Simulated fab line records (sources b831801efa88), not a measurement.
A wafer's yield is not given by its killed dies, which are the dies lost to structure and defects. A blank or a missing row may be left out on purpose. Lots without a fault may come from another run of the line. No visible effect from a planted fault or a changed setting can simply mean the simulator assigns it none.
Which tool is to blame? ; flow sky130 ; 6 lots with 16 wafers sampled at 2 steps, on a route of 708 steps

## WHAT THE GAUGES READ, wafer by wafer
SKY_FIELD_ISO_THK_MEAS_25.
lot;measured;on;FIELD_ISO_CVD_24_THK (nm)
L249;day 2 11:10;filmMetro-02;591 592 597
L251;day 2 21:35;filmMetro-01;596 596 599
L253;day 3 07:55;filmMetro-02;603 596 593
L260;day 4 21:23;filmMetro-03;846 845
L264;day 5 17:55;filmMetro-01;600 598 601
L268;day 6 13:46;filmMetro-02;608 597 602

## TOOL THAT RAN EACH LOT (tool first, then ch and the chambers of the sampled wafers, then the start)
lot;SKY_FIELD_ISO_CVD_24
L249;hdpcvd-02 ch 0,1, day 2 11:05
L251;hdpcvd-02 ch 0,1, day 2 21:30
L253;hdpcvd-01 ch 1,2, day 3 07:50
L260;hdpcvd-02 ch 1, day 4 21:17
L264;hdpcvd-01 ch 0,1,2, day 5 17:50
L268;hdpcvd-01 ch 0,1, day 6 13:41
- SKY_FIELD_ISO_CVD_24: deposits SiO2, target thk 595 nm, time 99.2 s.

## THE ANSWER, worked out from the rows above alone
Rule: usual is defined by the lots themselves. The widest of any qualifying gaps counts: lots, ordered by their means at a reading, are off when they make up no more than a third of the lots, leave a main group of 4 or more, and stand apart from it by 3 or more times the standard deviation of that group's means. A main group is skipped when, at the precision printed for the reading in the tables above, its means are all equal. A lot without any number at a reading at which 4 lots or more have one is off too. Any other lot the step has rows for is counted as sound.
Off: L260, seen at SKY_FIELD_ISO_THK_MEAS_25 (FIELD_ISO_CVD_24_THK). The main group: mean 598 nm, standard deviation 3.
If a tool, at a process step before that reading, ran all the lots that are off and no sound lot after the first of them, it fits. The gauges at SKY_FIELD_ISO_THK_MEAS_25 are tried like those tools. Undecided on this evidence; 2 tools fit (hdpcvd-02 at SKY_FIELD_ISO_CVD_24, filmMetro-03 at SKY_FIELD_ISO_THK_MEAS_25).

## WHAT THE SIMULATOR HAD PUT IN
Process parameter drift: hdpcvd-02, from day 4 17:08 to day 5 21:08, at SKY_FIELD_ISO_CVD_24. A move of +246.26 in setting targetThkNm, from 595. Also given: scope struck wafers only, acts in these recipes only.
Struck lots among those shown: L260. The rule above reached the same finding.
